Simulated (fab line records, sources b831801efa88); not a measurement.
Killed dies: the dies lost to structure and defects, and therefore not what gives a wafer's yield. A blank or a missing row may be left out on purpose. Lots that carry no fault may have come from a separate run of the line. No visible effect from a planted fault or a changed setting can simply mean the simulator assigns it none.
What tool caused it? | flow sky130 | Sampling: 10 lots, 29 wafers, 3 of 708 route steps

== WHAT THE GAUGES READ, wafer by wafer ==
SKY_VIA4_BOW_MEAS_03. Usual: VIA4_BOW 81 um, standard deviation 8.7.
lot  | measured     | on           | VIA4_BOW (um) | flag
L386 | day 41 20:53 | filmMetro-01 | 82 87 74      | 
L389 | day 42 16:26 | filmMetro-01 | 77 75 68      | 
L390 | day 43 01:25 | filmMetro-02 | 78 81 64      | 
L398 | day 45 08:46 | filmMetro-01 | 93 86         | 
L403 | day 46 14:33 | filmMetro-01 | 87 90 85      | 
L404 | day 46 22:41 | filmMetro-01 | 85 77 79      | 
L405 | day 47 01:07 | filmMetro-02 | 59 65 65      | 
L406 | day 47 07:02 | filmMetro-01 | 80 92 78      | 
L408 | day 47 21:17 | filmMetro-01 | 82 77 66      | 
L409 | day 48 03:09 | filmMetro-01 | 83 79 70      | 

== TOOL THAT RAN EACH LOT (tool first, then ch and the chambers of the sampled wafers, then the start) ==
lot  | SKY_CAP2M_STRIP_14                  | SKY_METAL4_DESCUM_15
L386 | plasmaAsher-04 ch 0,1, day 40 18:54 | rieMetal-03 ch 0,1, day 41 19:23
L389 | plasmaAsher-03 ch 0, day 41 15:12   | rieMetal-02 ch 0, day 42 14:49
L390 | plasmaAsher-04 ch 0,1, day 41 23:57 | rieMetal-04 ch 0, day 42 23:54
L398 | plasmaAsher-03 ch 0,1, day 44 09:00 | rieMetal-04 ch 1, day 45 07:17
L403 | plasmaAsher-03 ch 0,1, day 45 15:27 | rieMetal-03 ch 0,1, day 46 13:05
L404 | plasmaAsher-01 ch 0,1, day 46 00:07 | rieMetal-03 ch 0,1, day 46 21:10
L405 | plasmaAsher-01 ch 0,1, day 46 02:00 | rieMetal-02 ch 0,1, day 46 23:15
L406 | plasmaAsher-01 ch 0,1, day 46 07:36 | rieMetal-03 ch 0,1, day 47 04:58
L408 | plasmaAsher-01 ch 1, day 46 21:06   | rieMetal-02 ch 0,1, day 47 18:08
L409 | plasmaAsher-03 ch 0,1, day 47 05:15 | rieMetal-02 ch 1, day 48 01:41
- SKY_CAP2M_STRIP_14: strips in O2/N2.
- SKY_METAL4_DESCUM_15: chemistry O2, time 8 s.

== WHAT THE TOOLS THEMSELVES READ (means of the sampled wafers that have a number; where no wafer has one, the mark that the record gives instead) ==
SKY_CAP2M_STRIP_14. Usual: drypumpMotorCurrentA 5.6 A, standard deviation 0.51; oesProductAu 0.710 a.u., standard deviation 0.0044; stripTimeToEndpointS 12.64 s, standard deviation 0.052.
lot  | tool           | drypumpMotorCurrentA (A) | oesProductAu (a.u.) | stripTimeToEndpointS (s) | flag
L386 | plasmaAsher-04 | 5.2                      | 0.709               | 12.65                    | 
L389 | plasmaAsher-03 | 6.5                      | 0.712               | 12.64                    | 
L390 | plasmaAsher-04 | 5.2                      | 0.706               | 12.66                    | 
L398 | plasmaAsher-03 | 6.2                      | 0.714               | 12.71                    | 
L403 | plasmaAsher-03 | 6.1                      | 0.712               | 12.60                    | 
L404 | plasmaAsher-01 | 5.3                      | 0.707               | 12.67                    | 
L405 | plasmaAsher-01 | 5.3                      | 0.706               | 12.59                    | 
L406 | plasmaAsher-01 | 5.2                      | 0.707               | 12.67                    | 
L408 | plasmaAsher-01 | 5.4                      | 0.708               | 12.57                    | 
L409 | plasmaAsher-03 | 6.1                      | 0.708               | 12.61                    | 

SKY_METAL4_DESCUM_15. Usual: drypumpMotorCurrentA 5.6 A, standard deviation 0.34; heBacksideLeakSccm 3.32 sccm, standard deviation 0.18; oesProductAu 1.001 a.u., standard deviation 0.0076; tempC 40.01 C, standard deviation 0.11.
lot  | tool        | drypumpMotorCurrentA (A) | heBacksideLeakSccm (sccm) | oesProductAu (a.u.) | tempC (C) | flag
L386 | rieMetal-03 | 5.9                      | 3.25                      | 1.012               | 39.91     | 
L389 | rieMetal-02 | 5.2                      | 3.26                      | 1.002               | 40.03     | 
L390 | rieMetal-04 | 6.0                      | 3.35                      | 1.015               | 39.98     | 
L398 | rieMetal-04 | 5.1                      | 3.40                      | 1.000               | 39.96     | 
L403 | rieMetal-03 | 5.8                      | 3.29                      | 1.003               | 40.02     | 
L404 | rieMetal-03 | 5.8                      | 3.18                      | 0.993               | 40.07     | 
L405 | rieMetal-02 | 5.4                      | 3.50                      | 0.996               | 39.92     | 
L406 | rieMetal-03 | 5.8                      | 3.02                      | 0.994               | 40.05     | 
L408 | rieMetal-02 | 5.6                      | 3.33                      | 1.002               | 40.06     | 
L409 | rieMetal-02 | 5.8                      | 3.34                      | 0.999               | 40.04     | 

== THE ANSWER, worked out from the rows above alone ==
Rule: take the mean of a lot's wafers that have a number; if it is more than 3 standard deviations from the usual mean, the lot is off. A lot without any number at a reading at which 4 lots or more have one is off too. All remaining lots with rows at the step are treated as sound. First the gauges in route order, then the tools' own readings, where a lot's mean is used as printed above. The first step at which some lot is off is used, and at that step the reading that is off furthest; a lot without a number counts as furthest.
No lot is off on any of the readings shown, so nothing can be concluded from this.

== WHAT THE SIMULATOR HAD PUT IN ==
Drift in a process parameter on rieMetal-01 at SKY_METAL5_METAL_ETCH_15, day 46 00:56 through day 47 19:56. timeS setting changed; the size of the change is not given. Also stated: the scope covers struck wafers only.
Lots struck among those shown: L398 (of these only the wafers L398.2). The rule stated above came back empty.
